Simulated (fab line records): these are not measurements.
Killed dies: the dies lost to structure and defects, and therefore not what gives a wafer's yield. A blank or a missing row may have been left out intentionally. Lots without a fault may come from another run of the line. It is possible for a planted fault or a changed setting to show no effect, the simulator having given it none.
fab line records    flow gf180mcu    part 1 of 2: steps 1 to 25 of 35
[record] lots = 5  wafers = 15  lastDay = 34
route steps=602 shown V4@490 MIM@503
lots untouched by any fault: they come from a run of this same line in which no faults occurred
startH: start of the lot's first displayed wafer, in hours after the record's first day    waitH: hours from the lot's prior step to this one    " unchanged from the row above    L1.1+2: one row covering several wafers at once    - either no value or no given start    * or withheld: withheld    < > ~ a bound
route shown NAME@n: a module of which the file shows steps, and the number in the route of the first    usual: mean/standard deviation of fault-free wafers    same: alike in all rows    chamber/n: place in a boat    sites: each site's reading    _std_site: standard deviation across them    _edge_site: mean of outer sites minus mean of inner sites    radiusMm: how far each site lies from the wafer's centre    mask NAME#n: copy n    behind: tool/chamber where the wafer was last shaped    hold: why the lot was held/for how many hours/how that ended    device: the n, p or np transistor that did not switch    end of line: the same wafers' tests at the end of the route    a step without rows: its recipe alone    killed: dies that structure and defects cost at the first sort, which is not the same as the wafer's yield    map: per-die view of a wafer (x killed, . not killed, _ where there is no die)
set.NAME: the setting as run; set.NAME@STEP: as run at that earlier step    model.NAME: the simulator's own value behind a step, which no gauge read
lots at selected steps of the route; one table per step, one row per wafer
services: the hour from which a tool's chamber was out of use, counted from the record's first day as startH (under 0 if before that day), plus the number of hours and why
[[steps]]
[step GF_V4_CD_MEAS_14]
[recipe] targetCdNm = 260
[usual] cdNm = 260.4/1.5
lot.wafer  tool      chamber  startH  waitH  cdNm
L077.1     cdSem-02  -        587.12  0.1    260.3
L077.2     "         -        "       "      259.9
L077.3     "         -        "       "      258.9
L084.1     cdSem-02  -        640.49  0.1    259.6
L084.2     "         -        "       "      259.6
L084.6     "         -        "       "      260.1
L085.1     cdSem-01  -        646.54  0.1    257.9
L085.4     "         -        "       "      259.0
L085.6     "         -        "       "      259.3
L086.1     cdSem-02  -        657.14  0.1    264.3
L086.4     "         -        "       "      263.0
L086.6     "         -        "       "      263.3
L095.1     cdSem-02  -        717.39  0.1    260.7
L095.4     "         -        "       "      259.9
L095.5     "         -        "       "      260.2
[step GF_V4_OVL_MEAS_15]
[usual] V4_OVL = 0/5.2
lot.wafer  tool        chamber  startH  waitH  V4_OVL[nm]
L077.1     overlay-01  -        587.24  0.1    6
L077.2     "           -        "       "      -3
L077.3     "           -        "       "      0
L084.1     overlay-02  -        640.61  0.1    4
L084.2     "           -        "       "      -6
L084.6     "           -        "       "      1
L085.1     overlay-02  -        646.66  0.1    -10
L085.4     "           -        "       "      2
L085.6     "           -        "       "      -6
L086.1     overlay-02  -        657.26  0.1    -1
L086.4     "           -        "       "      -7
L086.6     "           -        "       "      -4
L095.1     overlay-01  -        717.51  0.1    -4
L095.4     "           -        "       "      -2
L095.5     "           -        "       "      3
[step GF_V4_ETCH_16]
[recipe] chemistry = N2/H2  targetDepthA = withheld  overetchA = withheld  timeS = withheld  target = BARC  ionEnergyEv = 200  sourceW = 500  biasW = 100  pressureMtorr = 30  n2FlowSccm = 100  h2FlowSccm = 200
[usual] drypumpMotorCurrentA = 5.9/0.43  n2FlowSccm = 100.02/0.3  oesProductAu = 0.855/0.0047  throttleValvePct = 13.225/0.0093
lot.wafer  tool        chamber  startH  waitH  drypumpMotorCurrentA  n2FlowSccm  oesProductAu  throttleValvePct
L077.1     rieDiel-04  2        587.27  0.0    5.1                   99.59       0.845         13.228
L077.2     "           3        "       "      5.7                   99.97       0.851         13.213
L077.3     "           1        "       "      6.6                   100.21      0.848         13.235
L084.1     rieDiel-01  0        640.65  0.0    5.9                   100.09      0.856         13.227
L084.2     "           1        "       "      6.7                   99.93       0.858         13.232
L084.6     "           2        "       "      6.1                   100.55      0.859         13.209
L085.1     rieDiel-04  0        646.70  0.0    6.0                   99.65       0.855         13.224
L085.4     "           1        "       "      6.5                   100.44      0.855         13.225
L085.6     "           1        "       "      6.5                   100.39      0.854         13.230
L086.1     rieDiel-04  0        657.30  0.0    6.0                   100.45      0.853         13.231
L086.4     "           3        "       "      5.7                   100.24      0.857         13.222
L086.6     "           3        "       "      5.7                   99.72       0.861         13.223
L095.1     rieDiel-01  0        717.54  0.0    5.8                   100.04      0.854         13.232
L095.4     "           1        "       "      6.7                   100.17      0.853         13.228
L095.5     "           3        "       "      5.7                   100.45      0.849         13.230
[step GF_V4_ETCH_17]
[recipe] chemistry = C4F8/O2/Ar  maskMaterial = KrF  target = SiO2  stopOn = TiN  sourceW = 1500  biasW = 1200  pressureMtorr = 40  c4f8FlowSccm = withheld  O2_flow_sccm = 6  Ar_flow_sccm = 300  timeS = withheld  targetDepthA = 6300
[usual] oesProductAu = 0.856/0.0049
lot.wafer  tool        chamber  startH  waitH  oesProductAu
L077.1     rieDiel-04  2        -       -      0.852
L077.2     "           3        "       "      0.852
L077.3     "           1        "       "      0.855
L084.1     rieDiel-01  0        -       -      0.862
L084.2     "           1        "       "      0.861
L084.6     "           2        "       "      0.846
L085.1     rieDiel-04  0        -       -      0.860
L085.4     "           1        "       "      0.855
L085.6     "           1        "       "      0.850
L086.1     rieDiel-04  0        -       -      0.851
L086.4     "           3        "       "      0.854
L086.6     "           3        "       "      0.860
L095.1     rieDiel-01  0        -       -      0.851
L095.4     "           1        "       "      0.850
L095.5     "           3        "       "      0.854
[step GF_V4_STRIP_18]
[recipe] chemistry = O2/N2  powerW = 1400  pressureMtorr = 1500  platenTempC = 250  o2FlowSccm = 3000  n2FlowSccm = 300  overashFraction = 0.5
[usual] drypumpMotorCurrentA = 5.7/0.59  heaterPowerW = 342/25  n2FlowSccm = 299.9/0.87  oesProductAu = 0.592/0.005
lot.wafer  tool            chamber  startH  waitH  drypumpMotorCurrentA  heaterPowerW  n2FlowSccm  oesProductAu  rfHoursCounterH
L077.1     plasmaAsher-02  1        587.40  -      5.2                   330           300.1       0.590         88
L077.2     "               0        "       "      6.0                   338           300.0       0.591         88
L077.3     "               1        "       "      5.2                   323           300.4       0.589         -
L084.1     plasmaAsher-02  0        640.78  -      6.0                   338           300.4       0.592         94
L084.2     "               1        "       "      5.2                   317           300.6       0.582         94
L084.6     "               1        "       "      5.2                   322           300.0       0.586         -
L085.1     plasmaAsher-02  0        646.83  -      5.9                   336           300.8       0.592         94
L085.4     "               0        "       "      6.0                   345           300.1       0.587         -
L085.6     "               1        "       "      5.2                   315           299.1       0.593         -
L086.1     plasmaAsher-02  0        657.43  -      5.9                   347           300.1       0.590         96
L086.4     "               1        "       "      5.2                   320           297.3       0.599         -
L086.6     "               1        "       "      5.2                   321           297.8       0.595         -
L095.1     plasmaAsher-01  1        717.67  -      6.6                   381           300.0       0.584         31
L095.4     "               1        "       "      6.6                   378           299.3       0.592         -
L095.5     "               1        "       "      6.6                   376           300.0       0.594         -
[step GF_V4_STRIP_19]
[recipe] chemistry = postEtchResidueRemover  timeS = 1200  tempC = 72.5
lot.wafer   tool         chamber  startH  waitH
L077.1+2+3  wetBench-02  3        587.50  0.1
L084.1+2+6  wetBench-01  0        640.88  0.1
L085.1+4+6  wetBench-01  3        646.93  0.1
L086.1+4+6  wetBench-02  3        657.53  0.1
L095.1+4+5  wetBench-03  1        717.77  0.1
[step GF_V4_CLEAN_20]
[recipe] chemistry = DIW  dry = n2Spin
lot.wafer   tool         chamber  startH  waitH
L077.1+2+3  wetBench-01  1        587.84  0.0
L084.1+2+6  wetBench-03  2        641.25  0.0
L085.1+4+6  wetBench-03  1        647.30  0.0
L086.1+4+6  wetBench-03  0        658.21  0.0
L095.1+4+5  wetBench-02  2        718.14  0.0
[step GF_V4_SPUTTER_21]
[recipe] material = Ti  targetThkNm = 15  chamberPressurePa = 5  powerW = 2500  substrateTempC = 200  timeS = 80.02
[usual] throttleValvePct = 30.3/0.96
lot.wafer  tool           chamber  startH  waitH  throttleValvePct
L077.1     pvdSputter-03  -        587.94  0.0    31.6
L077.2     "              -        "       "      30.8
L077.3     "              -        "       "      30.8
L084.1     pvdSputter-02  -        641.35  0.0    31.3
L084.2     "              -        "       "      28.6
L084.6     "              -        "       "      31.7
L085.1     pvdSputter-02  -        647.39  0.0    28.9
L085.4     "              -        "       "      30.4
L085.6     "              -        "       "      31.6
L086.1     pvdSputter-01  -        658.30  0.0    29.9
L086.4     "              -        "       "      31.1
L086.6     "              -        "       "      30.9
L095.1     pvdSputter-02  -        718.23  0.0    31.4
L095.4     "              -        "       "      29.5
L095.5     "              -        "       "      30.1
[step GF_V4_SPUTTER_22]
[recipe] material = TiN  targetThkNm = 10  chamberPressurePa = 5  powerW = 4000  timeS = 40
[usual] throttleValvePct = 30.3/0.99
lot.wafer  tool           chamber  startH  waitH  throttleValvePct
L077.1     pvdSputter-03  -        588.01  0.0    31.5
L077.2     "              -        "       "      30.8
L077.3     "              -        "       "      30.2
L084.1     pvdSputter-02  -        641.41  0.0    31.4
L084.2     "              -        "       "      28.9
L084.6     "              -        "       "      31.2
L085.1     pvdSputter-02  -        647.45  0.0    28.9
L085.4     "              -        "       "      30.0
L085.6     "              -        "       "      31.3
L086.1     pvdSputter-01  -        658.36  0.0    30.2
L086.4     "              -        "       "      31.3
L086.6     "              -        "       "      30.9
L095.1     pvdSputter-02  -        718.30  0.0    31.5
L095.4     "              -        "       "      29.8
L095.5     "              -        "       "      30.3
[step GF_V4_CVD_23]
[recipe] material = W  targetThkNm = 350  timeS = 104.9  tempC = 400  pressureTorr = 40
[usual] heaterPowerOuterW = 517/93  heaterPowerW = 852/130
lot.wafer  tool     chamber  startH  waitH  heaterPowerOuterW  heaterPowerW
L077.1     cvdW-01  0        588.04  0.0    438                698
L077.2     "        1        "       "      643                1029
L077.3     "        0        "       "      409                727
L084.1     cvdW-02  0        641.45  0.0    469                807
L084.2     "        1        "       "      483                840
L084.6     "        0        "       "      468                798
L085.1     cvdW-01  1        647.49  0.0    663                1047
L085.4     "        0        "       "      440                717
L085.6     "        0        "       "      435                724
L086.1     cvdW-01  0        658.40  0.0    436                729
L086.4     "        1        "       "      666                1042
L086.6     "        1        "       "      657                1033
L095.1     cvdW-01  0        718.33  0.0    423                718
L095.4     "        0        "       "      428                727
L095.5     "        1        "       "      645                1046
[step GF_V4_RS_MEAS_24]
[recipe] thkMeasGauge = four-point-probe  reads = W_of_V4_CVD_23+TiN_of_V4_SPUTTER_22+Ti_of_V4_SPUTTER_21
[usual] V4_W_RS = 0.330/0.0042
lot.wafer  tool          chamber  startH  waitH  V4_W_RS[ohm/sq]
L077.1     filmMetro-01  -        588.16  0.1    0.334
L077.2     "             -        "       "      0.329
L077.3     "             -        "       "      0.336
L084.1     filmMetro-04  -        641.56  0.1    0.332
L084.2     "             -        "       "      0.338
L084.6     "             -        "       "      0.329
L085.1     filmMetro-04  -        647.60  0.1    0.323
L085.4     "             -        "       "      0.332
L085.6     "             -        "       "      0.331
L086.1     filmMetro-04  -        658.51  0.1    0.333
L086.4     "             -        "       "      0.330
L086.6     "             -        "       "      0.330
L095.1     filmMetro-01  -        718.45  0.1    0.336
L095.4     "             -        "       "      0.334
L095.5     "             -        "       "      0.328
[step GF_V4_THK_MEAS_25]
[recipe] thkMeasGauge = xrf  reads = W_of_V4_CVD_23
[usual] V4_W_THK = 342/4.4
lot.wafer  tool          chamber  startH  waitH  V4_W_THK[nm]
L077.1     filmMetro-01  -        588.28  0.1    336
L077.2     "             -        "       "      340
L077.3     "             -        "       "      334
L084.1     filmMetro-04  -        641.68  0.1    336
L084.2     "             -        "       "      334
L084.6     "             -        "       "      343
L085.1     filmMetro-04  -        647.72  0.1    348
L085.4     "             -        "       "      337
L085.6     "             -        "       "      340
L086.1     filmMetro-04  -        658.63  0.1    337
L086.4     "             -        "       "      340
L086.6     "             -        "       "      340
L095.1     filmMetro-01  -        718.57  0.1    337
L095.4     "             -        "       "      336
L095.5     "             -        "       "      344
[step GF_V4_CMP_26]
[recipe] stopOn = SiO2  downForcePsi = 3.5  platenRpm = 60  tOverpolishS = 15  targetThkNm = 0  padVelocityMS = 0.94248
[usual] motorCurrentA = 10.7/0.92  overpolishRunS = 15.000/0.0089  timeToEndpointS = 84/4
lot.wafer  tool    chamber  startH  waitH  motorCurrentA  overpolishRunS  timeToEndpointS
L077.1     cmp-02  3        588.34  0.1    9.7            14.997          84
L077.2     "       0        "       "      12.8           14.996          83
L077.3     "       2        "       "      11.1           14.996          87
L084.1     cmp-02  0        641.79  0.1    12.5           15.007          80
L084.2     "       2        "       "      10.2           15.009          79
L084.6     "       0        "       "      12.3           14.996          82
L085.1     cmp-01  1        647.83  0.1    9.8            15.016          89
L085.4     "       2        "       "      10.4           14.993          87
L085.6     "       0        "       "      11.5           15.006          89
L086.4     cmp-02  0        658.69  0.0    12.4           14.990          83
L086.1     "       1        "       "      10.5           14.996          81
L086.6     "       1        "       "      10.3           15.014          80
L095.4     cmp-01  0        718.63  0.0    12.0           15.004          82
L095.1     "       3        "       "      11.4           14.993          90
L095.5     "       1        "       "      9.6            14.988          83
[step GF_MIM_SPUTTER_00]
[recipe] material = Ti  targetThkNm = 37.5  arrivingIonEnergyEv = 80  substrateTempC = 200  chamberPressurePa = 2  powerW = 4000  timeS = 150
[usual] throttleValvePct = 30.2/0.82
lot.wafer  tool           chamber  startH  waitH  throttleValvePct
L077.1     pvdSputter-04  -        588.64  0.2    28.7
L077.2     "              -        "       "      30.9
L077.3     "              -        "       "      30.0
L084.1     pvdSputter-04  -        642.04  0.2    29.7
L084.2     "              -        "       "      31.0
L084.6     "              -        "       "      31.1
L085.1     pvdSputter-01  -        648.08  0.2    30.1
L085.4     "              -        "       "      30.3
L085.6     "              -        "       "      31.2
L086.1     pvdSputter-04  -        658.99  0.2    28.8
L086.4     "              -        "       "      28.9
L086.6     "              -        "       "      30.0
L095.1     pvdSputter-01  -        718.93  0.1    30.1
L095.4     "              -        "       "      30.5
L095.5     "              -        "       "      30.8
[step GF_MIM_SPUTTER_01]
[recipe] material = TiN  targetThkNm = 30  powerW = 6500  timeS = 25  chamberPressurePa = 0.4
[usual] throttleValvePct = 30.2/0.84
lot.wafer  tool           chamber  startH  waitH  throttleValvePct
L077.1     pvdSputter-04  -        588.74  0.1    29.1
L077.2     "              -        "       "      31.1
L077.3     "              -        "       "      29.9
L084.1     pvdSputter-04  -        642.14  0.1    29.9
L084.2     "              -        "       "      31.1
L084.6     "              -        "       "      31.2
L085.1     pvdSputter-01  -        648.18  0.1    29.9
L085.4     "              -        "       "      30.4
L085.6     "              -        "       "      31.3
L086.1     pvdSputter-04  -        659.09  0.1    28.7
L086.4     "              -        "       "      28.7
L086.6     "              -        "       "      29.8
L095.1     pvdSputter-01  -        719.03  0.1    29.9
L095.4     "              -        "       "      30.4
L095.5     "              -        "       "      31.1
[step GF_MIM_SPUTTER_02]
[recipe] material = AlCu  targetThkNm = 450  powerW = 10600  timeS = 23.9  chamberPressurePa = 0.4
[usual] throttleValvePct = 30.2/0.82
lot.wafer  tool           chamber  startH  waitH  throttleValvePct
L077.1     pvdSputter-04  -        588.77  0.0    28.9
L077.2     "              -        "       "      30.8
L077.3     "              -        "       "      29.8
L084.1     pvdSputter-04  -        642.17  0.0    30.0
L084.2     "              -        "       "      31.1
L084.6     "              -        "       "      31.3
L085.1     pvdSputter-01  -        648.21  0.0    29.9
L085.4     "              -        "       "      30.2
L085.6     "              -        "       "      30.8
L086.1     pvdSputter-04  -        659.12  0.0    28.5
L086.4     "              -        "       "      28.7
L086.6     "              -        "       "      30.2
L095.1     pvdSputter-01  -        719.06  0.0    30.1
L095.4     "              -        "       "      30.3
L095.5     "              -        "       "      30.8
[step GF_MIM_SPUTTER_03]
[recipe] material = Ti  targetThkNm = 10  substrateTempC = 300  chamberPressurePa = 0.3  powerW = 3000  timeS = 6.7
[usual] throttleValvePct = 30.2/0.84
lot.wafer  tool           chamber  startH  waitH  throttleValvePct
L077.1     pvdSputter-04  -        588.80  0.0    28.6
L077.2     "              -        "       "      31.0
L077.3     "              -        "       "      30.1
L084.1     pvdSputter-04  -        642.20  0.0    30.0
L084.2     "              -        "       "      31.2
L084.6     "              -        "       "      31.1
L085.1     pvdSputter-01  -        648.24  0.0    29.9
L085.4     "              -        "       "      30.5
L085.6     "              -        "       "      31.2
L086.1     pvdSputter-04  -        659.15  0.0    28.6
L086.4     "              -        "       "      28.8
L086.6     "              -        "       "      30.0
L095.1     pvdSputter-01  -        719.09  0.0    29.8
L095.4     "              -        "       "      30.5
L095.5     "              -        "       "      31.2
[step GF_MIM_SPUTTER_04]
[recipe] material = TiN  targetThkNm = 50  powerW = 6500  timeS = 41.7  chamberPressurePa = 0.4
[usual] throttleValvePct = 30.2/0.82
lot.wafer  tool           chamber  startH  waitH  throttleValvePct
L077.1     pvdSputter-04  -        588.82  0.0    28.8
L077.2     "              -        "       "      31.0
L077.3     "              -        "       "      30.2
L084.1     pvdSputter-04  -        642.22  0.0    29.9
L084.2     "              -        "       "      31.0
L084.6     "              -        "       "      30.7
L085.1     pvdSputter-01  -        648.26  0.0    30.1
L085.4     "              -        "       "      30.2
L085.6     "              -        "       "      31.0
L086.1     pvdSputter-04  -        659.17  0.0    28.9
L086.4     "              -        "       "      28.8
L086.6     "              -        "       "      29.7
L095.1     pvdSputter-01  -        719.11  0.0    29.7
L095.4     "              -        "       "      30.4
L095.5     "              -        "       "      31.0
[step GF_MIM_CVD_05]
[recipe] material = Si3N4  targetThkNm = 42  tempMaxC = 400  tempC = 385  timeS = 29.086  rfW = 450
[usual] heaterPowerOuterW = 390/90  heaterPowerW = 684/140
lot.wafer  tool      chamber  startH  waitH  heaterPowerOuterW  heaterPowerW
L077.1     pecvd-02  1        588.86  0.0    598                989
L077.2     "         2        "       "      366                659
L077.3     "         1        "       "      609                972
L084.1     pecvd-04  1        642.26  0.0    258                516
L084.2     "         0        "       "      378                640
L084.6     "         1        "       "      262                494
L085.1     pecvd-01  1        648.30  0.0    369                653
L085.4     "         1        "       "      378                653
L085.6     "         2        "       "      303                633
L086.1     pecvd-02  1        659.21  0.0    574                907
L086.4     "         1        "       "      567                950
L086.6     "         2        "       "      392                696
L095.1     pecvd-02  1        719.15  0.0    603                970
L095.4     "         1        "       "      469                807
L095.5     "         2        "       "      352                625
[step GF_MIM_THK_MEAS_06]
[recipe] reads = Si3N4_of_MIM_CVD_05
[usual] MIM_CVD_05_THK = 42.3/0.57
lot.wafer  tool          chamber  startH  waitH  MIM_CVD_05_THK[nm]
L077.1     filmMetro-01  -        588.91  0.0    42.4
L077.2     "             -        "       "      42.7
L077.3     "             -        "       "      42.7
L084.1     filmMetro-01  -        642.29  0.0    41.1
L084.2     "             -        "       "      42.0
L084.6     "             -        "       "      42.3
L085.1     filmMetro-01  -        648.34  0.0    41.9
L085.4     "             -        "       "      42.8
L085.6     "             -        "       "      42.5
L086.1     filmMetro-02  -        659.25  0.0    41.0
L086.4     "             -        "       "      41.7
L086.6     "             -        "       "      43.3
L095.1     filmMetro-01  -        719.18  0.0    41.6
L095.4     "             -        "       "      42.6
L095.5     "             -        "       "      43.0
[step GF_MIM_SPUTTER_07]
[recipe] material = TiN  targetThkNm = 60  powerW = 6500  timeS = 50  chamberPressurePa = 0.4
[usual] throttleValvePct = 30.1/0.9
lot.wafer  tool           chamber  startH  waitH  throttleValvePct
L077.1     pvdSputter-02  -        588.97  0.1    31.4
L077.2     "              -        "       "      29.9
L077.3     "              -        "       "      29.5
L084.1     pvdSputter-01  -        642.35  0.1    30.5
L084.2     "              -        "       "      30.0
L084.6     "              -        "       "      30.2
L085.1     pvdSputter-02  -        648.40  0.1    31.5
L085.4     "              -        "       "      29.5
L085.6     "              -        "       "      29.1
L086.1     pvdSputter-02  -        659.31  0.1    30.1
L086.4     "              -        "       "      29.0
L086.6     "              -        "       "      30.0
L095.1     pvdSputter-04  -        719.24  0.1    31.1
L095.4     "              -        "       "      29.6
L095.5     "              -        "       "      31.3
[step GF_MIM_SPUTTER_08]
[recipe] material = AlCu  targetThkNm = 200  powerW = 10600  timeS = 10.6  chamberPressurePa = 0.4
[usual] throttleValvePct = 30.1/0.88
lot.wafer  tool           chamber  startH  waitH  throttleValvePct
L077.1     pvdSputter-02  -        589.01  0.0    31.5
L077.2     "              -        "       "      30.2
L077.3     "              -        "       "      29.6
L084.1     pvdSputter-01  -        642.40  0.0    30.3
L084.2     "              -        "       "      30.1
L084.6     "              -        "       "      30.4
L085.1     pvdSputter-02  -        648.44  0.0    31.5
L085.4     "              -        "       "      29.7
L085.6     "              -        "       "      28.8
L086.1     pvdSputter-02  -        659.35  0.0    30.1
L086.4     "              -        "       "      29.1
L086.6     "              -        "       "      30.0
L095.1     pvdSputter-04  -        719.29  0.0    31.1
L095.4     "              -        "       "      29.9
L095.5     "              -        "       "      31.2
[step GF_MIM_SPUTTER_09]
[recipe] material = TiN  targetThkNm = 35  powerW = 6500  timeS = 29.2  chamberPressurePa = 0.4
[usual] throttleValvePct = 30.1/0.9
lot.wafer  tool           chamber  startH  waitH  throttleValvePct
L077.1     pvdSputter-02  -        589.03  0.0    31.5
L077.2     "              -        "       "      30.0
L077.3     "              -        "       "      29.4
L084.1     pvdSputter-01  -        642.42  0.0    30.2
L084.2     "              -        "       "      29.7
L084.6     "              -        "       "      30.1
L085.1     pvdSputter-02  -        648.46  0.0    31.5
L085.4     "              -        "       "      30.0
L085.6     "              -        "       "      28.6
L086.1     pvdSputter-02  -        659.37  0.0    30.0
L086.4     "              -        "       "      28.7
L086.6     "              -        "       "      30.1
L095.1     pvdSputter-04  -        719.31  0.0    31.3
L095.4     "              -        "       "      30.2
L095.5     "              -        "       "      31.1
[step GF_MIM_RS_MEAS_10]
[recipe] thkMeasGauge = four-point-probe  reads = TiN_of_MIM_SPUTTER_09+AlCu_of_MIM_SPUTTER_08+TiN_of_MIM_SPUTTER_07
[usual] MIM_ALCU_RS = 0.1615/0.0018
lot.wafer  tool          chamber  startH  waitH  MIM_ALCU_RS[ohm/sq]
L077.1     filmMetro-01  -        589.07  0.0    0.1600
L077.2     "             -        "       "      0.1617
L077.3     "             -        "       "      0.1603
L084.1     filmMetro-01  -        642.45  0.0    0.1633
L084.2     "             -        "       "      0.1608
L084.6     "             -        "       "      0.1630
L085.1     filmMetro-02  -        648.50  0.0    0.1637
L085.4     "             -        "       "      0.1631
L085.6     "             -        "       "      0.1620
L086.1     filmMetro-01  -        659.41  0.0    0.1648
L086.4     "             -        "       "      0.1597
L086.6     "             -        "       "      0.1629
L095.1     filmMetro-02  -        719.34  0.0    0.1600
L095.4     "             -        "       "      0.1619
L095.5     "             -        "       "      0.1604
[step GF_MIM_THK_MEAS_11]
[recipe] thkMeasGauge = xrf  reads = AlCu_of_MIM_SPUTTER_08
[usual] MIM_ALCU_THK = 197.1/2.4
lot.wafer  tool          chamber  startH  waitH  MIM_ALCU_THK[nm]
L077.1     filmMetro-01  -        589.19  0.1    198.2
L077.2     "             -        "       "      195.4
L077.3     "             -        "       "      197.5
L084.1     filmMetro-01  -        642.57  0.1    195.5
L084.2     "             -        "       "      197.7
L084.6     "             -        "       "      194.5
L085.1     filmMetro-02  -        648.62  0.1    196.6
L085.4     "             -        "       "      197.5
L085.6     "             -        "       "      198.3
L086.1     filmMetro-01  -        659.53  0.1    191.9
L086.4     "             -        "       "      199.0
L086.6     "             -        "       "      194.1
L095.1     filmMetro-02  -        719.46  0.1    201.1
L095.4     "             -        "       "      199.7
L095.5     "             -        "       "      201.6
